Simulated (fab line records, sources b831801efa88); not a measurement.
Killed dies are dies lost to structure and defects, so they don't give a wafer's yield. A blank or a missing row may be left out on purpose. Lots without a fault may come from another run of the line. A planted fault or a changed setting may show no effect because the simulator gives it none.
A struck lot beside a sound one | flow sky130 | 43 steps out of a route of 708
Sound: wafers L784.3, L784.4, L784.5. Struck: wafers L797.2, L797.3, L797.5. The cause comes at the end.
At each step with rows: each side's tool, then ch and its chambers, then its first start. Under that, the readings that differ: sound wafers | struck wafers | difference of the means | sigmas: that difference in standard deviations of wafers without a fault.
alike: readings whose means differ by less than 2 such deviations, and words and numbers that are the same on both sides. not compared: withheld readings, readings that some wafer has no value for, bounds like >300 that may hide the same value, and numbers for which the record gives no deviation and whose values overlap.
The two part at a step that has a row with sigmas, a row that says differs or no value, or rows on one side only. Numbers that don't overlap but have no deviation are shown without sigmas and don't part them. A reading that every wafer of one side lacks parts them only if that side has two wafers or more.

SKY_LDD_HVP_OVL_MEAS_07:
  sound on overlay-01, day 22 22:13; struck on overlay-01, day 27 04:13
  alike: LDD_HVP_OVL
then, 1 step without rows for these wafers: SKY_LDD_HVP_IMPLANT_08.
SKY_LDD_HVP_STRIP_09: strips in O2/N2.
  sound on plasma_asher-01 ch 0,1, day 22 22:29; struck on plasma_asher-02 ch 0,1, day 27 04:24
  alike: drypump_motor_current_A, oes_product_au, strip_time_to_endpoint_s
  not compared: rf_hours_counter_h
SKY_LDD_HVP_TW_MEAS_10:
  sound on film_metro-01, day 22 22:34; struck on film_metro-04, day 27 04:31
  alike: LDD_HVP_TW
then, 7 steps without rows for these wafers: SKY_LDD_LDN_DEHYDRATE_00 (time 60 s); SKY_LDD_LDN_HMDS_01 (prime time 60 s); SKY_LDD_LDN_COAT_02 (resist thk 1140 nm); SKY_LDD_LDN_SOFTBAKE_03 (time 60 s); SKY_LDD_LDN_EXPOSE_04 (exposes mask LDNTM, target cd 700 nm); SKY_LDD_LDN_PEB_05; SKY_LDD_LDN_DEVELOP_06 (develop time 60 s).
SKY_LDD_LDN_OVL_MEAS_07:
  sound on overlay-02, day 24 03:38; struck on overlay-02, day 28 08:43
  alike: LDD_LDN_OVL
SKY_LDD_LDN_IMPLANT_08:
  sound on implanter-01 ch 0, day 24 03:42; struck on implanter-01 ch 0, day 28 08:47
  alike: dose_ions_cm2
then, 3 steps without rows for these wafers: SKY_LDD_LDN_IMPLANT_09; SKY_LDD_LDN_IMPLANT_10; SKY_LDD_LDN_IMPLANT_11.
SKY_LDD_LDN_STRIP_12: strips in O2/N2.
  sound on plasma_asher-04 ch 0,1, day 24 04:17; struck on plasma_asher-04 ch 0,1, day 28 09:21
  alike: drypump_motor_current_A, oes_product_au, strip_time_to_endpoint_s
  not compared: rf_hours_counter_h
SKY_LDD_LDN_TW_MEAS_13:
  sound on film_metro-02, day 24 04:22; struck on film_metro-02, day 28 09:28
  alike: LDD_LDN_TW
then, 2 steps without rows for these wafers: SKY_LDD_LDN_CLEAN_14 (cleans in SC1/SC2, time 150 s); SKY_SPACER_CVD_00 (deposits Si3N4 from DCS/NH3, target thk 43.1 nm, time 740 s).
SKY_SPACER_THK_MEAS_01:
  sound on film_metro-01, day 24 05:55; struck on film_metro-01, day 28 10:54
  alike: SPACER_CVD_00_THK
then, 9 steps without rows for these wafers: SKY_SPACER_ETCHBACK_02 (etches Si3N4 in CH3F/O2, stops on SiO2, time 46.7 s, target depth 45 nm); SKY_POLY_CUT_DEHYDRATE_00 (time 60 s); SKY_POLY_CUT_HMDS_01 (prime time 60 s); SKY_POLY_CUT_COAT_02 (resist thk 60 nm); SKY_POLY_CUT_COAT_03 (resist thk 450 nm); SKY_POLY_CUT_SOFTBAKE_04 (time 90 s); SKY_POLY_CUT_EXPOSE_05 (exposes mask NPCM, target cd 270 nm); SKY_POLY_CUT_PEB_06; SKY_POLY_CUT_DEVELOP_07 (develop time 60 s).
SKY_POLY_CUT_CD_MEAS_08: target cd 270 nm.
  sound on cd_sem-01, day 25 10:53; struck on cd_sem-01, day 29 15:05
  alike: cd_nm
SKY_POLY_CUT_OVL_MEAS_09:
  sound on overlay-01, day 25 10:58; struck on overlay-02, day 29 15:11
  alike: POLY_CUT_OVL
SKY_POLY_CUT_ETCH_10: etches BARC in N2/H2, stops on SiO2, time 45.9 s, target depth 60 nm.
  sound on rie_diel-01 ch 1,3, day 25 10:59; struck on rie_diel-02 ch 0,1,2, day 29 15:13
  alike: drypump_motor_current_A, oes_product_au, throttle_valve_pct
  not compared: rf_hours_counter_h
SKY_POLY_CUT_ETCH_11: etches Si3N4 in CF4/CH2F2/Ar, stops on poly-Si, time 42.5 s, target depth 60 nm.
  sound on rie_diel-01 ch 1,3, day 25 11:02; struck on rie_diel-02 ch 0,1,2, day 29 15:16
  alike: drypump_motor_current_A, oes_product_au, throttle_valve_pct
  not compared: rf_hours_counter_h
SKY_POLY_CUT_STRIP_12: strips in O2/N2.
  sound on plasma_asher-03 ch 0,1, day 25 11:07; struck on plasma_asher-03 ch 0, day 29 15:18
  alike: drypump_motor_current_A, oes_product_au, strip_time_to_endpoint_s
  not compared: rf_hours_counter_h
then, 7 steps without rows for these wafers: SKY_SD_P_DEHYDRATE_00 (time 60 s); SKY_SD_P_HMDS_01 (prime time 60 s); SKY_SD_P_COAT_02 (resist thk 1140 nm); SKY_SD_P_SOFTBAKE_03 (time 60 s); SKY_SD_P_EXPOSE_04 (exposes mask PSDM, target cd 380 nm); SKY_SD_P_PEB_05; SKY_SD_P_DEVELOP_06 (develop time 60 s).
-- the record jumps here: 20 days lie between the struck wafers' starts before and after (it left off in module SD_P and takes up again in module PAD_OPEN, whose first step shown is number 708 of the route) --
SKY_PAD_OPEN_PROBE_99:
  sound on prober-02, day 46 16:44; struck on prober-02, day 49 12:13
  reading                               | sound             | struck            | difference | sigmas
  model.etest.tip_sonos.rs_ohm_sq_range | 38.37 55.26 49.78 | 190.4 212.5 179.1 | +146.2     |
  alike: killed_at_M0_to_M3, killed_at_M4_up, killed_at_contacts, killed_at_front_end, killed_at_other, killed_dies, killed_open, killed_short

WHERE THEY PART
Nowhere in this record.

WHY: what the simulator had put in
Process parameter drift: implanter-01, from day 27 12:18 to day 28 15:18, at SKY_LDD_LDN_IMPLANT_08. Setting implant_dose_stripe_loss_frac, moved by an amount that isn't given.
